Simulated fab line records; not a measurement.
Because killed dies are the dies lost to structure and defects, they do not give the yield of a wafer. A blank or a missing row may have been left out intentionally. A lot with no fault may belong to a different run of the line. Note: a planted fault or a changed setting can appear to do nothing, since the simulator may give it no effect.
Code-filled problem report in 8D (eight disciplines) form :: flow sky130 :: the parts of the form that need people (team, actions taken, sign-off) are left out

== 1. THE PROBLEM ==
runLengthS at SKY_FIELD_ISO_ETCH_17 reads a mean of 128.9 s on 4 wafers of 2 lots; wafers without a fault read 126.0 s with a standard deviation of 0.58. Relative to the usual mean, that is a shift of +5.1 standard deviations.
The step: etches Si in HBr/Cl2/O2, target depth 342 nm, time 97.7 s.
First seen on wafer L296.4, day 3 06:37, on rieSi-02. The record holds 18 wafers of 6 lots with a number at this step. The rule behind "out" and "out of limits": a value lying over 4 standard deviations away from the usual mean. The other wafers with a number count as sound.

== 2. WHAT THIS IS AND IS NOT ==
question: which readings at this step
is: runLengthS
is not: drypumpMotorCurrentA, oesProductAu, rfFwdPowerW, throttleValvePct

question: which lots
is: L296, L298
is not: L309, L310, L312, L314

question: which wafers of those lots
is: L296.4, L296.6, L298.3, L298.6
is not: L296.2, L298.4

question: read on which tools
is: rieSi-02
is not: rieSi-01

question: when
is: from day 3 06:37
is not: up to then (1 sound wafer); but 13 sound wafers of L298, L309, L310, L312, L314 came after

== 3. SUSPECTS, AND WHAT RULES EACH OUT ==
Counting: any tool at a process step up to the reading remains a suspect provided it ran every lot that is out. Sound lots after the first of them don't rule it out here, since some wafers of a struck lot are sound.
- rieSi-02 at SKY_FIELD_ISO_ETCH_17 (etches Si in HBr/Cl2/O2, target depth 342 nm, time 97.7 s): kept. It ran every lot that is out, first L296 (day 3 06:37). Out on those wafers are its own readings of runLengthS.
- Within rieSi-02 at SKY_FIELD_ISO_ETCH_17, the wafers that are out were processed in chamber 0 and their sound lot-mates in chamber 2.
Left after counting: rieSi-02 at SKY_FIELD_ISO_ETCH_17.

== 4. THE CAUSE (what the simulator had put in) ==
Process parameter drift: rieSi-02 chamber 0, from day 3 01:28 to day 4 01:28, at SKY_FIELD_ISO_ETCH_17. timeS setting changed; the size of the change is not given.
The count eliminated every tool but this one.

== 5. SEQUENCE OF EFFECTS, ordered by route ==
Rows list readings where the struck wafers' mean (over those with a number) sits beyond 3 standard deviations from the usual. Readings are gone through only where the record gives a usual standard deviation; hours: the median, over the lots, of the time from a lot's start at the first step in this table giving one to that lot's start at this step; sigmas: the change measured in usual standard deviations.
hours: 0
step: SKY_FIELD_ISO_ETCH_17
reading: runLengthS
usual: 126.0 s
on struck wafers: 128.9
change: +2.9
sigmas: +5.1
The process steps in it:
- SKY_FIELD_ISO_ETCH_17: etches Si in HBr/Cl2/O2, target depth 342 nm, time 97.7 s.

== 6. HOW IT WOULD HAVE BEEN CAUGHT EARLIER ==
In this record the first reading out of limits was taken at day 3 06:37, 5 hours after the fault began at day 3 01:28.
